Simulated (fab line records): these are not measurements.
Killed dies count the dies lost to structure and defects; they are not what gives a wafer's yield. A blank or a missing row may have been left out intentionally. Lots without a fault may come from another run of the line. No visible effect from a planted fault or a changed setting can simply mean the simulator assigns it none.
fab line records :: flow sky130
record
  lots=6
  wafers=18
  last-day=50
route steps=708 shown SD_N@344 PAD_OPEN@708
lots with no fault: from the same line, run without faults
start-h: the number of hours between the record's first day and the start of the first shown wafer of the lot :: wait-h: hours since the lot's step before :: " identical to the entry in the row above :: L1.1+2: several wafers, shown together as one row :: - no value present, or no start provided :: * or withheld: withheld :: < > ~ a bound
route shown NAME@n: NAME is a module with steps in the file, n the number in the route of the first one :: usual: mean and standard deviation over wafers with no fault :: same: alike in all rows :: chamber/n: place in a boat :: sites: the reading at each site :: _std_site: the standard deviation of these :: _edge_site: outer sites' mean less inner sites' :: radius-mm: how far each site lies from the wafer's centre :: mask NAME#n: copy n :: behind: the tool/chamber that last shaped the wafer :: hold: what put the lot on hold/how long, in hours/how the hold closed :: device: the transistor (n, p or np) that didn't switch :: end of line: tests run on the same wafers once the route is complete :: a step given without rows: its recipe and nothing more :: killed: dies lost to structure and defects at the first sort, not the wafer's yield :: map: shows each die of a wafer: x if killed, . if not, _ if none is there
set.NAME: the setting the step ran with; set.NAME@STEP: the setting that earlier step ran with :: model.NAME: the simulator's own value behind a step, which no gauge read
lots seen at some steps along the route; tables by step, rows by wafer
services: when a tool's chamber went out of use (start-h, in hours from the record's first day, below 0 if earlier), for how many hours, and the reason
## steps
# step SKY_SD_N_COAT_02
# recipe
  resist=NOVOLAK
  spin-rpm=3000
  resist-thk-nm=1140
# step SKY_SD_N_SOFTBAKE_03
# recipe
  temp-c=90
  time-s=60
  resist=NOVOLAK
# step SKY_SD_N_EXPOSE_04
# recipe
  mask-id=NSDM
  na=0.6
  source-shape=conventional
  sigma-outer=0.6
  polarization=unpolarized
  target-cd-nm=380
  dose-mj=141
# step SKY_SD_N_PEB_05
# recipe
  temp-c=withheld
  time-s=*
  resist=NOVOLAK
# step SKY_SD_N_DEVELOP_06
# recipe
  resist=NOVOLAK
  developer=TMAH
  develop-time-s=60
  dev-temp-c=23
# step SKY_SD_N_CD_MEAS_07
# recipe
  target-cd-nm=380
# usual
  cd-nm=378.9/2.8
lot.wafer: L200.2
tool: cd-sem-01
chamber: -
start-h: 709.26
wait-h: 0.1
cd-nm: 379.0

lot.wafer: L200.3
tool: cd-sem-01
chamber: -
start-h: 709.26
wait-h: 0.1
cd-nm: 378.8

lot.wafer: L200.4
tool: cd-sem-01
chamber: -
start-h: 709.26
wait-h: 0.1
cd-nm: 380.0

lot.wafer: L203.2
tool: cd-sem-02
chamber: -
start-h: 737.68
wait-h: 0.1
cd-nm: 374.2

lot.wafer: L203.4
tool: cd-sem-02
chamber: -
start-h: 737.68
wait-h: 0.1
cd-nm: 376.4

lot.wafer: L203.6
tool: cd-sem-02
chamber: -
start-h: 737.68
wait-h: 0.1
cd-nm: 376.2

lot.wafer: L206.1
tool: cd-sem-01
chamber: -
start-h: 753.21
wait-h: 0.1
cd-nm: 375.4

lot.wafer: L206.2
tool: cd-sem-01
chamber: -
start-h: 753.21
wait-h: 0.1
cd-nm: 375.0

lot.wafer: L206.3
tool: cd-sem-01
chamber: -
start-h: 753.21
wait-h: 0.1
cd-nm: 375.0

lot.wafer: L208.2
tool: cd-sem-02
chamber: -
start-h: 769.58
wait-h: 0.1
cd-nm: 373.4

lot.wafer: L208.4
tool: cd-sem-02
chamber: -
start-h: 769.58
wait-h: 0.1
cd-nm: 375.0

lot.wafer: L208.5
tool: cd-sem-02
chamber: -
start-h: 769.58
wait-h: 0.1
cd-nm: 376.8

lot.wafer: L209.1
tool: cd-sem-01
chamber: -
start-h: 777.26
wait-h: 0.1
cd-nm: 376.7

lot.wafer: L209.3
tool: cd-sem-01
chamber: -
start-h: 777.26
wait-h: 0.1
cd-nm: 380.1

lot.wafer: L209.6
tool: cd-sem-01
chamber: -
start-h: 777.26
wait-h: 0.1
cd-nm: 380.3

lot.wafer: L215.1
tool: cd-sem-01
chamber: -
start-h: 815.41
wait-h: 0.1
cd-nm: 377.3

lot.wafer: L215.4
tool: cd-sem-01
chamber: -
start-h: 815.41
wait-h: 0.1
cd-nm: 375.0

lot.wafer: L215.5
tool: cd-sem-01
chamber: -
start-h: 815.41
wait-h: 0.1
cd-nm: 375.7
# step SKY_SD_N_OVL_MEAS_08
# usual
  SD_N_OVL=-0.6/1.7
lot.wafer: L200.2
tool: overlay-02
chamber: -
start-h: 709.36
wait-h: 0.1
SD_N_OVL[nm]: 0.9

lot.wafer: L200.3
tool: overlay-02
chamber: -
start-h: 709.36
wait-h: 0.1
SD_N_OVL[nm]: 0.2

lot.wafer: L200.4
tool: overlay-02
chamber: -
start-h: 709.36
wait-h: 0.1
SD_N_OVL[nm]: 0.4

lot.wafer: L203.2
tool: overlay-01
chamber: -
start-h: 737.78
wait-h: 0.1
SD_N_OVL[nm]: -0.7

lot.wafer: L203.4
tool: overlay-01
chamber: -
start-h: 737.78
wait-h: 0.1
SD_N_OVL[nm]: -2.0

lot.wafer: L203.6
tool: overlay-01
chamber: -
start-h: 737.78
wait-h: 0.1
SD_N_OVL[nm]: -1.0

lot.wafer: L206.1
tool: overlay-02
chamber: -
start-h: 753.34
wait-h: 0.1
SD_N_OVL[nm]: 1.4

lot.wafer: L206.2
tool: overlay-02
chamber: -
start-h: 753.34
wait-h: 0.1
SD_N_OVL[nm]: 0.6

lot.wafer: L206.3
tool: overlay-02
chamber: -
start-h: 753.34
wait-h: 0.1
SD_N_OVL[nm]: -0.1

lot.wafer: L208.2
tool: overlay-02
chamber: -
start-h: 769.69
wait-h: 0.1
SD_N_OVL[nm]: -0.5

lot.wafer: L208.4
tool: overlay-02
chamber: -
start-h: 769.69
wait-h: 0.1
SD_N_OVL[nm]: -2.5

lot.wafer: L208.5
tool: overlay-02
chamber: -
start-h: 769.69
wait-h: 0.1
SD_N_OVL[nm]: -2.6

lot.wafer: L209.1
tool: overlay-02
chamber: -
start-h: 777.38
wait-h: 0.1
SD_N_OVL[nm]: -1.6

lot.wafer: L209.3
tool: overlay-02
chamber: -
start-h: 777.38
wait-h: 0.1
SD_N_OVL[nm]: -2.0

lot.wafer: L209.6
tool: overlay-02
chamber: -
start-h: 777.38
wait-h: 0.1
SD_N_OVL[nm]: -1.4

lot.wafer: L215.1
tool: overlay-01
chamber: -
start-h: 815.53
wait-h: 0.1
SD_N_OVL[nm]: 0.1

lot.wafer: L215.4
tool: overlay-01
chamber: -
start-h: 815.53
wait-h: 0.1
SD_N_OVL[nm]: 0.7

lot.wafer: L215.5
tool: overlay-01
chamber: -
start-h: 815.53
wait-h: 0.1
SD_N_OVL[nm]: -2.6
# step SKY_SD_N_IMPLANT_09
# recipe
  species=As
  energy-kev=50
  dose-cm2=4e+15
  tilt-deg=0
# step SKY_SD_N_IMPLANT_10
# recipe
  species=P
  energy-kev=20
  dose-cm2=1e+14
  tilt-deg=0
# step SKY_SD_N_STRIP_11
# recipe
  chemistry=O2/N2
  power-w=1400
  pressure-mtorr=1500
  platen-temp-c=withheld
  o2-flow-sccm=3000
  n2-flow-sccm=300
  overash-fraction=0.5
# usual
  drypump-motor-current-A=6.1/0.46
  oes-product-au=0.528/0.0046
  strip-time-to-endpoint-s=22.58/0.046
lot.wafer: L200.2
tool: plasma-asher-01
chamber: 0
start-h: 709.69
wait-h: 0.1
drypump-motor-current-A: 5.4
oes-product-au: 0.532
rf-hours-counter-h: 89
strip-time-to-endpoint-s: 22.54

lot.wafer: L200.3
tool: plasma-asher-01
chamber: 0
start-h: 709.69
wait-h: 0.1
drypump-motor-current-A: 5.4
oes-product-au: 0.519
rf-hours-counter-h: -
strip-time-to-endpoint-s: 22.54

lot.wafer: L200.4
tool: plasma-asher-01
chamber: 1
start-h: 709.69
wait-h: 0.1
drypump-motor-current-A: 6.6
oes-product-au: 0.532
rf-hours-counter-h: -
strip-time-to-endpoint-s: 22.48

lot.wafer: L203.2
tool: plasma-asher-01
chamber: 0
start-h: 738.11
wait-h: 0.1
drypump-motor-current-A: 5.4
oes-product-au: 0.514
rf-hours-counter-h: 92
strip-time-to-endpoint-s: 22.47

lot.wafer: L203.4
tool: plasma-asher-01
chamber: 0
start-h: 738.11
wait-h: 0.1
drypump-motor-current-A: 5.4
oes-product-au: 0.529
rf-hours-counter-h: -
strip-time-to-endpoint-s: 22.52

lot.wafer: L203.6
tool: plasma-asher-01
chamber: 0
start-h: 738.11
wait-h: 0.1
drypump-motor-current-A: 5.4
oes-product-au: 0.522
rf-hours-counter-h: -
strip-time-to-endpoint-s: 22.55

lot.wafer: L206.1
tool: plasma-asher-01
chamber: 0
start-h: 753.68
wait-h: 0.1
drypump-motor-current-A: 5.4
oes-product-au: 0.523
rf-hours-counter-h: 94
strip-time-to-endpoint-s: 22.68

lot.wafer: L206.2
tool: plasma-asher-01
chamber: 1
start-h: 753.68
wait-h: 0.1
drypump-motor-current-A: 6.6
oes-product-au: 0.534
rf-hours-counter-h: 94
strip-time-to-endpoint-s: 22.65

lot.wafer: L206.3
tool: plasma-asher-01
chamber: 0
start-h: 753.68
wait-h: 0.1
drypump-motor-current-A: 5.4
oes-product-au: 0.528
rf-hours-counter-h: -
strip-time-to-endpoint-s: 22.68

lot.wafer: L208.2
tool: plasma-asher-04
chamber: 1
start-h: 770.02
wait-h: 0.1
drypump-motor-current-A: 6.0
oes-product-au: 0.530
rf-hours-counter-h: 63
strip-time-to-endpoint-s: 22.62

lot.wafer: L208.4
tool: plasma-asher-04
chamber: 0
start-h: 770.02
wait-h: 0.1
drypump-motor-current-A: 5.6
oes-product-au: 0.520
rf-hours-counter-h: -
strip-time-to-endpoint-s: 22.58

lot.wafer: L208.5
tool: plasma-asher-04
chamber: 1
start-h: 770.02
wait-h: 0.1
drypump-motor-current-A: 6.0
oes-product-au: 0.531
rf-hours-counter-h: -
strip-time-to-endpoint-s: 22.62

lot.wafer: L209.1
tool: plasma-asher-04
chamber: 0
start-h: 777.71
wait-h: 0.1
drypump-motor-current-A: 5.6
oes-product-au: 0.530
rf-hours-counter-h: 64
strip-time-to-endpoint-s: 22.66

lot.wafer: L209.3
tool: plasma-asher-04
chamber: 0
start-h: 777.71
wait-h: 0.1
drypump-motor-current-A: 5.6
oes-product-au: 0.525
rf-hours-counter-h: -
strip-time-to-endpoint-s: 22.66

lot.wafer: L209.6
tool: plasma-asher-04
chamber: 0
start-h: 777.71
wait-h: 0.1
drypump-motor-current-A: 5.6
oes-product-au: 0.520
rf-hours-counter-h: -
strip-time-to-endpoint-s: 22.64

lot.wafer: L215.1
tool: plasma-asher-02
chamber: 0
start-h: 815.87
wait-h: 0.1
drypump-motor-current-A: 6.6
oes-product-au: 0.530
rf-hours-counter-h: 7
strip-time-to-endpoint-s: 22.54

lot.wafer: L215.4
tool: plasma-asher-02
chamber: 1
start-h: 815.87
wait-h: 0.1
drypump-motor-current-A: 6.4
oes-product-au: 0.529
rf-hours-counter-h: -
strip-time-to-endpoint-s: 22.52

lot.wafer: L215.5
tool: plasma-asher-02
chamber: 0
start-h: 815.87
wait-h: 0.1
drypump-motor-current-A: 6.6
oes-product-au: 0.536
rf-hours-counter-h: -
strip-time-to-endpoint-s: 22.58
# step SKY_SD_N_TW_MEAS_12
# usual
  SD_N_TW=3974/19
lot.wafer: L200.2
tool: film-metro-01
chamber: -
start-h: 709.80
wait-h: 0.1
SD_N_TW: 3991

lot.wafer: L200.3
tool: film-metro-01
chamber: -
start-h: 709.80
wait-h: 0.1
SD_N_TW: 3977

lot.wafer: L200.4
tool: film-metro-01
chamber: -
start-h: 709.80
wait-h: 0.1
SD_N_TW: 3994

lot.wafer: L203.2
tool: film-metro-03
chamber: -
start-h: 738.22
wait-h: 0.1
SD_N_TW: 3929

lot.wafer: L203.4
tool: film-metro-03
chamber: -
start-h: 738.22
wait-h: 0.1
SD_N_TW: 3945

lot.wafer: L203.6
tool: film-metro-03
chamber: -
start-h: 738.22
wait-h: 0.1
SD_N_TW: 3922

lot.wafer: L206.1
tool: film-metro-02
chamber: -
start-h: 753.78
wait-h: 0.1
SD_N_TW: 3960

lot.wafer: L206.2
tool: film-metro-02
chamber: -
start-h: 753.78
wait-h: 0.1
SD_N_TW: 3991

lot.wafer: L206.3
tool: film-metro-02
chamber: -
start-h: 753.78
wait-h: 0.1
SD_N_TW: 3978

lot.wafer: L208.2
tool: film-metro-01
chamber: -
start-h: 770.13
wait-h: 0.1
SD_N_TW: 4004

lot.wafer: L208.4
tool: film-metro-01
chamber: -
start-h: 770.13
wait-h: 0.1
SD_N_TW: 3995

lot.wafer: L208.5
tool: film-metro-01
chamber: -
start-h: 770.13
wait-h: 0.1
SD_N_TW: 4003

lot.wafer: L209.1
tool: film-metro-02
chamber: -
start-h: 777.81
wait-h: 0.1
SD_N_TW: 3977

lot.wafer: L209.3
tool: film-metro-02
chamber: -
start-h: 777.81
wait-h: 0.1
SD_N_TW: 3958

lot.wafer: L209.6
tool: film-metro-02
chamber: -
start-h: 777.81
wait-h: 0.1
SD_N_TW: 3967

lot.wafer: L215.1
tool: film-metro-03
chamber: -
start-h: 815.97
wait-h: 0.1
SD_N_TW: 3972

lot.wafer: L215.4
tool: film-metro-03
chamber: -
start-h: 815.97
wait-h: 0.1
SD_N_TW: 3982

lot.wafer: L215.5
tool: film-metro-03
chamber: -
start-h: 815.97
wait-h: 0.1
SD_N_TW: 3976
# step SKY_SD_N_CLEAN_13
# recipe
  chemistry=SC1/SC2
  mix=1:4:20
  temp-c=70
  time-s=150
  dry=n2-spin
# step SKY_SD_N_RTA_14
# recipe
  temp-c=1075
  time-s=2
  idle-temp-c=650
  ramp-up-c-per-s=150
  ramp-down-c-per-s=90
  ambient=N2
# usual
  lamp-power-pct=15.74/0.055
  wafer_temp_C_max=1078.0/1.2
lot.wafer: L200.2
tool: rtp-anneal-01
chamber: 0
start-h: 709.91
wait-h: 0.0
lamp-power-pct: 15.71
wafer_temp_C_max: 1078.4

lot.wafer: L200.3
tool: rtp-anneal-01
chamber: 0
start-h: 709.91
wait-h: 0.0
lamp-power-pct: 15.77
wafer_temp_C_max: 1075.6

lot.wafer: L200.4
tool: rtp-anneal-01
chamber: 0
start-h: 709.91
wait-h: 0.0
lamp-power-pct: 15.71
wafer_temp_C_max: 1079.5

lot.wafer: L203.2
tool: rtp-anneal-02
chamber: 0
start-h: 738.34
wait-h: 0.0
lamp-power-pct: 15.77
wafer_temp_C_max: 1077.2

lot.wafer: L203.4
tool: rtp-anneal-02
chamber: 0
start-h: 738.34
wait-h: 0.0
lamp-power-pct: 15.70
wafer_temp_C_max: 1078.2

lot.wafer: L203.6
tool: rtp-anneal-02
chamber: 0
start-h: 738.34
wait-h: 0.0
lamp-power-pct: 15.70
wafer_temp_C_max: 1075.9

lot.wafer: L206.1
tool: rtp-anneal-01
chamber: 0
start-h: 753.89
wait-h: 0.0
lamp-power-pct: 15.71
wafer_temp_C_max: 1077.5

lot.wafer: L206.2
tool: rtp-anneal-01
chamber: 0
start-h: 753.89
wait-h: 0.0
lamp-power-pct: 15.77
wafer_temp_C_max: 1077.4

lot.wafer: L206.3
tool: rtp-anneal-01
chamber: 0
start-h: 753.89
wait-h: 0.0
lamp-power-pct: 15.72
wafer_temp_C_max: 1079.8

lot.wafer: L208.2
tool: rtp-anneal-01
chamber: 0
start-h: 770.28
wait-h: 0.0
lamp-power-pct: 15.72
wafer_temp_C_max: 1080.8

lot.wafer: L208.4
tool: rtp-anneal-01
chamber: 0
start-h: 770.28
wait-h: 0.0
lamp-power-pct: 15.81
wafer_temp_C_max: 1075.6

lot.wafer: L208.5
tool: rtp-anneal-01
chamber: 0
start-h: 770.28
wait-h: 0.0
lamp-power-pct: 15.72
wafer_temp_C_max: 1076.1

lot.wafer: L209.1
tool: rtp-anneal-02
chamber: 0
start-h: 777.98
wait-h: 0.0
lamp-power-pct: 15.78
wafer_temp_C_max: 1078.6

lot.wafer: L209.3
tool: rtp-anneal-02
chamber: 0
start-h: 777.98
wait-h: 0.0
lamp-power-pct: 15.82
wafer_temp_C_max: 1078.5

lot.wafer: L209.6
tool: rtp-anneal-02
chamber: 0
start-h: 777.98
wait-h: 0.0
lamp-power-pct: 15.75
wafer_temp_C_max: 1075.0

lot.wafer: L215.1
tool: rtp-anneal-02
chamber: 0
start-h: 816.08
wait-h: 0.0
lamp-power-pct: 15.77
wafer_temp_C_max: 1079.1

lot.wafer: L215.4
tool: rtp-anneal-02
chamber: 0
start-h: 816.08
wait-h: 0.0
lamp-power-pct: 15.78
wafer_temp_C_max: 1077.6

lot.wafer: L215.5
tool: rtp-anneal-02
chamber: 0
start-h: 816.08
wait-h: 0.0
lamp-power-pct: 15.76
wafer_temp_C_max: 1076.8
# step SKY_SD_N_RS_MEAS_16
# recipe
  thk-meas-gauge=four-point-probe
# usual
  SD_N_RS=68.47/0.13
lot.wafer: L200.2
tool: film-metro-02
chamber: -
start-h: 710.10
wait-h: 0.1
hold: -
SD_N_RS[ohm/sq]: 68.37

lot.wafer: L200.3
tool: film-metro-02
chamber: -
start-h: 710.10
wait-h: 0.1
hold: -
SD_N_RS[ohm/sq]: 68.54

lot.wafer: L200.4
tool: film-metro-02
chamber: -
start-h: 710.10
wait-h: 0.1
hold: -
SD_N_RS[ohm/sq]: 68.56

lot.wafer: L203.2
tool: film-metro-01
chamber: -
start-h: 738.52
wait-h: 0.1
hold: -
SD_N_RS[ohm/sq]: 68.27

lot.wafer: L203.4
tool: film-metro-01
chamber: -
start-h: 738.52
wait-h: 0.1
hold: -
SD_N_RS[ohm/sq]: 68.36

lot.wafer: L203.6
tool: film-metro-01
chamber: -
start-h: 738.52
wait-h: 0.1
hold: -
SD_N_RS[ohm/sq]: 68.26

lot.wafer: L206.1
tool: film-metro-03
chamber: -
start-h: 754.07
wait-h: 0.1
hold: await-dispo/0.2h/release
SD_N_RS[ohm/sq]: 52.72

lot.wafer: L206.2
tool: film-metro-03
chamber: -
start-h: 754.07
wait-h: 0.1
hold: await-dispo/0.2h/release
SD_N_RS[ohm/sq]: 52.73

lot.wafer: L206.3
tool: film-metro-03
chamber: -
start-h: 754.07
wait-h: 0.1
hold: await-dispo/0.2h/release
SD_N_RS[ohm/sq]: 52.79

lot.wafer: L206.1
tool: film-metro-03
chamber: -
start-h: 754.43
wait-h: 0.3
hold: -
SD_N_RS[ohm/sq]: 52.66

lot.wafer: L206.2
tool: film-metro-03
chamber: -
start-h: 754.43
wait-h: 0.3
hold: -
SD_N_RS[ohm/sq]: 52.64

lot.wafer: L206.3
tool: film-metro-03
chamber: -
start-h: 754.43
wait-h: 0.3
hold: -
SD_N_RS[ohm/sq]: 52.71

lot.wafer: L208.2
tool: film-metro-01
chamber: -
start-h: 770.47
wait-h: 0.1
hold: await-dispo/0.2h/release
SD_N_RS[ohm/sq]: 52.60

lot.wafer: L208.4
tool: film-metro-01
chamber: -
start-h: 770.47
wait-h: 0.1
hold: await-dispo/0.2h/release
SD_N_RS[ohm/sq]: 52.45

lot.wafer: L208.5
tool: film-metro-01
chamber: -
start-h: 770.47
wait-h: 0.1
hold: await-dispo/0.2h/release
SD_N_RS[ohm/sq]: 52.64

lot.wafer: L208.2
tool: film-metro-01
chamber: -
start-h: 770.83
wait-h: 0.3
hold: -
SD_N_RS[ohm/sq]: 52.58

lot.wafer: L208.4
tool: film-metro-01
chamber: -
start-h: 770.83
wait-h: 0.3
hold: -
SD_N_RS[ohm/sq]: 52.41

lot.wafer: L208.5
tool: film-metro-01
chamber: -
start-h: 770.83
wait-h: 0.3
hold: -
SD_N_RS[ohm/sq]: 52.55

lot.wafer: L209.1
tool: film-metro-03
chamber: -
start-h: 778.15
wait-h: 0.1
hold: -
SD_N_RS[ohm/sq]: 68.47

lot.wafer: L209.3
tool: film-metro-03
chamber: -
start-h: 778.15
wait-h: 0.1
hold: -
SD_N_RS[ohm/sq]: 68.48

lot.wafer: L209.6
tool: film-metro-03
chamber: -
start-h: 778.15
wait-h: 0.1
hold: -
SD_N_RS[ohm/sq]: 68.57

lot.wafer: L215.1
tool: film-metro-02
chamber: -
start-h: 816.25
wait-h: 0.1
hold: -
SD_N_RS[ohm/sq]: 68.42

lot.wafer: L215.4
tool: film-metro-02
chamber: -
start-h: 816.25
wait-h: 0.1
hold: -
SD_N_RS[ohm/sq]: 68.32

lot.wafer: L215.5
tool: film-metro-02
chamber: -
start-h: 816.25
wait-h: 0.1
hold: -
SD_N_RS[ohm/sq]: 68.33
# step SKY_PAD_OPEN_PROBE_99
# usual
  defect-limited-yield=82.8/1.9
  killed_at_M0_to_M3=42/6.9
  killed_at_M4_up=3.2/1.7
  killed-at-contacts=23/5.5
  killed-at-front-end=16/4
  killed-at-other=0.4/0.55
  killed-dies=85/9.2
  killed-open=46/6.8
  killed-short=38/6.2
  sort_bin_3_pad_short=0.9/0.4
  sort_bin_5_function=10.2/1.5
  sort_bin_6_memory=6.2/1.1
  sort-n-pass=407/9.2
  sort-yield-pct=82.8/1.9
# same
  gross-dies=492
  killed-at-back-side=0
  sort_bin_4_leakage[%]=0
  sort_bin_8_speed[%]=0
lot.wafer: L209.1
tool: prober-02
chamber: -
start-h: 1171.11
wait-h: 0.1
defect-limited-yield[%]: 81.5
killed_at_M0_to_M3: 39
killed_at_M4_up: 4
killed-at-contacts: 29
killed-at-front-end: 19
killed-at-other: 0
killed-dies: 91
killed-open: 48
killed-short: 42
sort_bin_3_pad_short[%]: 1.4
sort_bin_5_function[%]: 12.2
sort_bin_6_memory[%]: 4.9
sort-n-pass: 401
sort-yield-pct[%]: 81.5

lot.wafer: L209.3
tool: prober-02
chamber: -
start-h: 1171.21
wait-h: 0.2
defect-limited-yield[%]: 81.5
killed_at_M0_to_M3: 37
killed_at_M4_up: 3
killed-at-contacts: 31
killed-at-front-end: 20
killed-at-other: 0
killed-dies: 91
killed-open: 55
killed-short: 35
sort_bin_3_pad_short[%]: 0.4
sort_bin_5_function[%]: 11.6
sort_bin_6_memory[%]: 6.5
sort-n-pass: 401
sort-yield-pct[%]: 81.5

lot.wafer: L209.6
tool: prober-02
chamber: -
start-h: 1171.36
wait-h: 0.2
defect-limited-yield[%]: 81.7
killed_at_M0_to_M3: 42
killed_at_M4_up: 3
killed-at-contacts: 24
killed-at-front-end: 21
killed-at-other: 0
killed-dies: 90
killed-open: 34
killed-short: 55
sort_bin_3_pad_short[%]: 1.6
sort_bin_5_function[%]: 10.2
sort_bin_6_memory[%]: 6.5
sort-n-pass: 402
sort-yield-pct[%]: 81.7
# killed by level:class
L209.1 CONTACT:geometric-particle:open=11 VIA1:geometric-particle:open=9 METAL2:geometric-particle:short=8 POLY_GATE:geometric-particle:open=7 LI_CONTACT:geometric-particle:open=7 POLY_GATE:geometric-particle:short=6 VIA3:geometric-particle:open=6 LOCAL_INTERCONNECT:geometric-particle:short=5
L209.3 CONTACT:geometric-particle:open=11 FIELD_ISO:geometric-particle:open=10 LI_CONTACT:geometric-particle:open=10 VIA1:geometric-particle:open=6 VIA2:geometric-particle:open=6 VIA3:geometric-particle:open=6 CONTACT:geometric-particle:short=5 VIA1:geometric-particle:short=5
L209.6 FIELD_ISO:geometric-particle:short=13 VIA1:geometric-particle:open=13 CONTACT:geometric-particle:open=9 LOCAL_INTERCONNECT:geometric-particle:short=8 VIA1:geometric-particle:short=7 VIA3:geometric-particle:short=6 METAL2:geometric-particle:short=5 VIA3:geometric-particle:open=5
## services
tool: plasma-asher-02
chamber: -
start-h: 733.75
hours: 9.0
kind: pm

tool: plasma-asher-02
chamber: 0
start-h: 733.75
hours: 9.0
kind: vent-cycle

tool: plasma-asher-02
chamber: 1
start-h: 733.75
hours: 9.0
kind: vent-cycle

tool: plasma-asher-02
chamber: 0
start-h: 742.75
hours: -
kind: clean

tool: plasma-asher-02
chamber: 1
start-h: 742.75
hours: -
kind: clean

tool: plasma-asher-02
chamber: -
start-h: 745.38
hours: 0.4
kind: repair

tool: plasma-asher-02
chamber: -
start-h: 807.22
hours: 0.5
kind: repair
## key
first-sign
  step=SKY_SD_N_RS_MEAS_16
  reading=visit
  direction=added
effect
  step=SKY_SD_N_RS_MEAS_16
  reading=SD_N_RS
  direction=down
  sigmas=99+
  usual=68.47
  struck=52.66
met-at SKY_SD_N_RTA_14
struck-wafers L206.1,L206.2,L206.3,L208.2,L208.4,L208.5
scrapped-behind SKY_SD_N_RS_MEAS_16 L206.1,L206.2,L206.3,L208.2,L208.4,L208.5
onset-between 709.91 753.89
fault
  kind=process-parameter-drift
  tool=rtp-anneal-01
  chamber=-
  onset-h=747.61
  steps=SKY_SD_N_RTA_14
  channel=time-s
  offset=*
  shape=step
  end-h=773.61
  acts-in=*
  stated=*
